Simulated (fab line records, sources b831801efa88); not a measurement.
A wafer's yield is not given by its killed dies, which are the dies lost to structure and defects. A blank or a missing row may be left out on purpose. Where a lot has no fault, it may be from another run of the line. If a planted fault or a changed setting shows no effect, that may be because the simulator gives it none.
Problem report in the 8D (eight disciplines) form, filled by code    flow sfqLine    the parts of the form that need people (team, actions taken, sign-off) are left out

1. THE PROBLEM
At SFQ_TRILAYER_M6_LITHO_EXPOSE_160, exposureDoseMJCm2 averages 12.659 over 9 wafers from 3 lots, while fault-free wafers read 14.400, standard deviation 0.014. That is -99 or more standard deviations from the usual mean.
The step: exposes mask M6, target cd 500 nm.
First observed at day 83 14:59: wafer L844.3, on krfScanner-01. The record has a number at this step for 45 wafers belonging to 15 lots. Rule for "out" (also "out of limits"): further than 4 standard deviations from the usual mean. The other wafers with a number count as sound.

2. WHAT IT IS, AND WHAT IT ISN'T
question                     is                      is not
which readings at this step  exposureDoseMJCm2       -
which lots                   L844, L845, L847        L825, L826, L828, L829, L831, L832, L833, L834, L835, L837, L843, L846
which wafers of those lots   all that have a number  -
read on which tools          krfScanner-01           krfScanner-02
when                         from day 83 14:59       up to then (33 sound wafers); but 3 sound wafers of L846 came after

3. SUSPECTS, AND WHAT RULES EACH OUT
Counting: a tool stays on the suspect list if, at a process step up to the reading, it processed all lots that are out and no sound lot following the first of them.
- krfScanner-01 at SFQ_TRILAYER_M6_LITHO_EXPOSE_160 (exposes mask M6, target cd 500 nm): kept. All lots that are out passed through it, beginning with L844 at day 83 14:59, and no sound lot followed; its final sound lot before that point was L843 at day 83 12:11. Out on those wafers are its own readings of exposureDoseMJCm2.
Left after counting: krfScanner-01 at SFQ_TRILAYER_M6_LITHO_EXPOSE_160.

4. THE CAUSE (what the simulator had put in)
Drift in process parameters on krfScanner-01 at SFQ_TRILAYER_M6_LITHO_EXPOSE_160, starting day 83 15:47. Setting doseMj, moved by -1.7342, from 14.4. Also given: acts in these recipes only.
This tool alone remained once counting was done.

5. THE EFFECT CHAIN, in route order
Each row: a reading where the mean over the struck wafers with a number is more than 3 standard deviations away from the usual. Readings are gone through only where the record gives a usual standard deviation; hours: the median, over the lots, of the time from a lot's start at the first step in this table giving one to that lot's start at this step; sigmas: the change measured in usual standard deviations.
hours  step                              reading            usual   on struck wafers  change  sigmas
0      SFQ_TRILAYER_M6_LITHO_EXPOSE_160  exposureDoseMJCm2  14.400  12.659            -1.741  -99 or more
Here are the process steps it includes:
- SFQ_TRILAYER_M6_LITHO_EXPOSE_160: exposes mask M6, target cd 500 nm.

6. HOW IT WOULD HAVE BEEN CAUGHT EARLIER
In this record the first reading out of limits was taken at day 83 14:59.
